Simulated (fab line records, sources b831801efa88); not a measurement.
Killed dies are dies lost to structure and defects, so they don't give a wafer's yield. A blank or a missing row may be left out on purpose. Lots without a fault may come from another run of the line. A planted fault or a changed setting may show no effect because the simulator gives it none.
Which tool did it? | flow gf180mcu | 12 lots, 36 wafers sampled, at 4 steps of a route of 602

WHAT THE GAUGES READ, wafer by wafer
GF_M4_THK_MEAS_06: measures by xrf.
lot  | measured     | on            | M4_ALCU_THK (nm)
L075 | day 22 14:22 | film_metro-02 | 450 446 448
L077 | day 23 09:13 | film_metro-02 | 446 439 453
L079 | day 24 12:43 | film_metro-04 | 452 453 453
L081 | day 25 05:50 | film_metro-04 | 446 447 446
L083 | day 25 13:59 | film_metro-02 | 443 444 444
L085 | day 26 11:04 | film_metro-03 | 452 450 452
L087 | day 27 02:49 | film_metro-02 | 446 446 448
L089 | day 27 15:09 | film_metro-02 | 439 444 444
L091 | day 28 04:20 | film_metro-03 | 450 454 447
L093 | day 28 21:17 | film_metro-02 | 446 445 443
L095 | day 29 07:12 | film_metro-02 | 443 443 447
L097 | day 29 22:02 | film_metro-04 | 449 446 449

WHICH TOOL RAN EACH LOT (tool, then ch and the chambers of the sampled wafers, then the start)
lot  | GF_M2_SPUTTER_00             | GF_M2_SPUTTER_03             | GF_V3_ETCH_16
L075 | pvd_sputter-04, day 18 06:38 | pvd_sputter-04, day 18 06:48 | rie_diel-02 ch 1,2,3, day 22 12:40
L077 | pvd_sputter-01, day 19 03:01 | pvd_sputter-01, day 19 03:11 | rie_diel-04 ch 1,2,3, day 23 07:31
L079 | pvd_sputter-04, day 20 06:34 | pvd_sputter-04, day 20 06:44 | rie_diel-04 ch 1,2, day 24 11:01
L081 | pvd_sputter-04, day 21 00:01 | pvd_sputter-04, day 21 00:10 | rie_diel-04 ch 0,3, day 25 02:07
L083 | pvd_sputter-01, day 21 13:44 | pvd_sputter-01, day 21 13:54 | rie_diel-01 ch 2,3, day 25 12:16
L085 | pvd_sputter-01, day 22 12:25 | pvd_sputter-01, day 22 12:34 | rie_diel-04 ch 1,2,3, day 26 09:22
L087 | pvd_sputter-01, day 23 02:08 | pvd_sputter-01, day 23 02:17 | rie_diel-02 ch 1,2,3, day 27 00:46
L089 | pvd_sputter-01, day 23 19:14 | pvd_sputter-01, day 23 19:23 | rie_diel-04 ch 0,1,3, day 27 13:25
L091 | pvd_sputter-01, day 24 10:40 | pvd_sputter-01, day 24 10:50 | rie_diel-01 ch 0,1,2, day 28 02:37
L093 | pvd_sputter-01, day 25 06:23 | pvd_sputter-01, day 25 06:33 | rie_diel-02 ch 1,2,3, day 28 19:28
L095 | pvd_sputter-04, day 25 17:20 | pvd_sputter-04, day 25 17:29 | rie_diel-04 ch 0,1,3, day 29 05:28
L097 | pvd_sputter-01, day 26 07:34 | pvd_sputter-01, day 26 07:44 | rie_diel-02 ch 1,2, day 29 20:19
- GF_M2_SPUTTER_00: material Ti, target thk 37.5 nm, time 150 s.
- GF_M2_SPUTTER_03: material Ti, target thk 10 nm, time 6.7 s.
- GF_V3_ETCH_16: etches BARC in N2/H2.

THE ANSWER, worked out from the rows above alone
Rule: what is usual is taken from the lots themselves. Put in order of their means at a reading, lots are off if they are a third of the lots or fewer, leave a main group of 4 or more, and stand apart from it by a gap of 3 or more times the standard deviation of the main group's means; of several such gaps the widest counts. A main group whose means are all the same, to the digits that the tables above print for the reading, isn't used. A lot without any number at a reading at which 4 lots or more have one is off too. The other lots that the step has rows for count as sound.
No lot is off at any reading shown: from this, nothing can be told.

WHAT THE SIMULATOR HAD PUT IN
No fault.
